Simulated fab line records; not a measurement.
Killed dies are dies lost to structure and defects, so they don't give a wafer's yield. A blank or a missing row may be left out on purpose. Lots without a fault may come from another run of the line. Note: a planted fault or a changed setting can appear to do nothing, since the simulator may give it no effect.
Matching of chambers + flow gf180mcu + GF_V2_CMP_04 on cmp-01: 4 sister chambers
The step polishes SiO2. 8 wafers are shown with their chamber, then 12 later ones without.

## EACH WAFER AND ITS CHAMBER
| wafer  | chamber | motor_current_A (A) | time_to_endpoint_s (s) |
|--------|---------|---------------------|------------------------|
| L082.5 | 3       | 11.6                | 76                     |
| L088.2 | 3       | 11.7                | 79                     |
| L088.4 | 2       | 11.9                | 79                     |
| L088.5 | 2       | 11.2                | 85                     |
| L089.6 | 0       | 10.8                | 78                     |
| L091.1 | 0       | 10.1                | 74                     |
| L091.3 | 1       | 12.4                | 76                     |
| L091.5 | 1       | 12.5                | 79                     |

## WAFERS WITH NO CHAMBER GIVEN
| wafer  | motor_current_A (A) | time_to_endpoint_s (s) |
|--------|---------------------|------------------------|
| L091.2 | 11.3                | 82                     |
| L091.4 | 11.4                | 84                     |
| L091.6 | 11.7                | 81                     |
| L092.2 | 11.4                | 76                     |
| L092.5 | 12.6                | 77                     |
| L092.6 | 11.5                | 84                     |
| L094.2 | 11.1                | 74                     |
| L094.3 | 11.9                | 74                     |
| L094.5 | 11.7                | 85                     |
| L096.3 | 12.0                | 75                     |
| L096.5 | 12.0                | 80                     |
| L096.6 | 11.8                | 84                     |

## WHICH CHAMBER EACH ONE RAN IN
| wafer  | from the rows above          | in truth |
|--------|------------------------------|----------|
| L091.2 | can't be placed: 2 or 3      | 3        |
| L091.4 | can't be placed: 2 or 3      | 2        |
| L091.6 | can't be placed: 2 or 3 or 1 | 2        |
| L092.2 | can't be placed: 3 or 2 or 0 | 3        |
| L092.5 | 1                            | 1        |
| L092.6 | can't be placed: 2 or 3      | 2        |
| L094.2 | can't be placed: 3 or 0 or 2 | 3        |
| L094.3 | can't be placed: 3 or 1 or 2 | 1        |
| L094.5 | can't be placed: 2 or 3      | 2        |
| L096.3 | can't be placed: 3 or 1 or 2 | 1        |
| L096.5 | can't be placed: 3 or 2 or 1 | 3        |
| L096.6 | can't be placed: 2 or 3 or 1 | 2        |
Correctly placed: 1 of 12. From these rows, 11 cannot be placed; in 11 the true chamber is one of the candidates. Number placed wrongly: 0.
How it was worked out, from the rows above alone: a wafer's distance from a chamber is the root of the sum, over the readings, of the square of ((its reading less the chamber's mean) divided by the reading's scatter). The wafer belongs to the nearest chamber; if the next one is less than 2 further off, it can't be placed. For every chamber, the mean is computed from those of its wafers that are shown. The scatter: the root of (the sum of the squares of (reading less its chamber's mean) over the shown wafers, divided by (wafers less chambers)).
